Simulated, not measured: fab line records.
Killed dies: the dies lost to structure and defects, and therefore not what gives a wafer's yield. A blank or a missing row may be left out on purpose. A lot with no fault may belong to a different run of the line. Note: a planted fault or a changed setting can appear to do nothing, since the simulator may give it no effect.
Which tool is to blame? ; flow gf180mcu ; 7 lots with 21 wafers sampled at 2 steps, on a route of 602 steps

WHAT THE GAUGES READ, wafer by wafer
GF_NWELL_TW_MEAS_11.
lot;measured;on;NWELL_TW
L454;day 3 16:33;film metro-02;1570 1584 1573
L457;day 4 13:29;film metro-04;1580 1579 1575
L460;day 5 10:45;film metro-04;1587 1592 1585
L463;day 5 23:03;film metro-02;1563 1567 1567
L471;day 7 16:56;film metro-03;2017 2007 2009 2006 2019 2017
L473;day 8 01:34;film metro-03;1572 1570 1574
L475;day 8 15:59;film metro-02;1578 1582 1580

WHICH TOOL RAN EACH LOT (tool, then ch and the chambers of the sampled wafers, then the start)
lot;GF_NWELL_IMPLANT_09
L454;implanter-04 ch 0, day 3 16:18
L457;implanter-04 ch 0, day 4 13:14
L460;implanter-04 ch 0, day 5 10:31
L463;implanter-03 ch 0, day 5 22:49
L471;implanter-03 ch 0, day 7 16:41
L473;implanter-01 ch 0, day 8 01:20
L475;implanter-04 ch 0, day 8 15:44
- GF_NWELL_IMPLANT_09

THE ANSWER, worked out from the rows above alone
Rule: usual is defined by the lots themselves. The widest of any qualifying gaps counts: lots, ordered by their means at a reading, are off when they make up no more than a third of the lots, leave a main group of 4 or more, and stand apart from it by 3 or more times the standard deviation of that group's means. A main group whose means are all the same, to the digits that the tables above print for the reading, isn't used. A lot without any number at a reading at which 4 lots or more have one is off too. Where the step has rows for the other lots, those lots are counted as sound.
Off: L471, at GF_NWELL_TW_MEAS_11 (NWELL_TW). The main group: mean 1577, standard deviation 6.9.
If a tool, at a process step before that reading, ran all the lots that are off and no sound lot after the first of them, it fits. The gauges at GF_NWELL_TW_MEAS_11 are tried like those tools. One fits: implanter-03 at GF_NWELL_IMPLANT_09. Its last sound lot is L463 (day 5 22:49), its first lot that is off L471 (day 7 16:41): a fault that began between those two fits.

WHAT HAD BEEN PUT IN BY THE SIMULATOR
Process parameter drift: implanter-03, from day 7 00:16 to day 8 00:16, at GF_NWELL_IMPLANT_09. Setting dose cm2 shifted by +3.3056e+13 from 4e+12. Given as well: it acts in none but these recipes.
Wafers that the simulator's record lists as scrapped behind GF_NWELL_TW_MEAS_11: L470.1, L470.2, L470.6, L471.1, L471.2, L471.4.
Lots struck among those shown: L471. The rule above found the same.
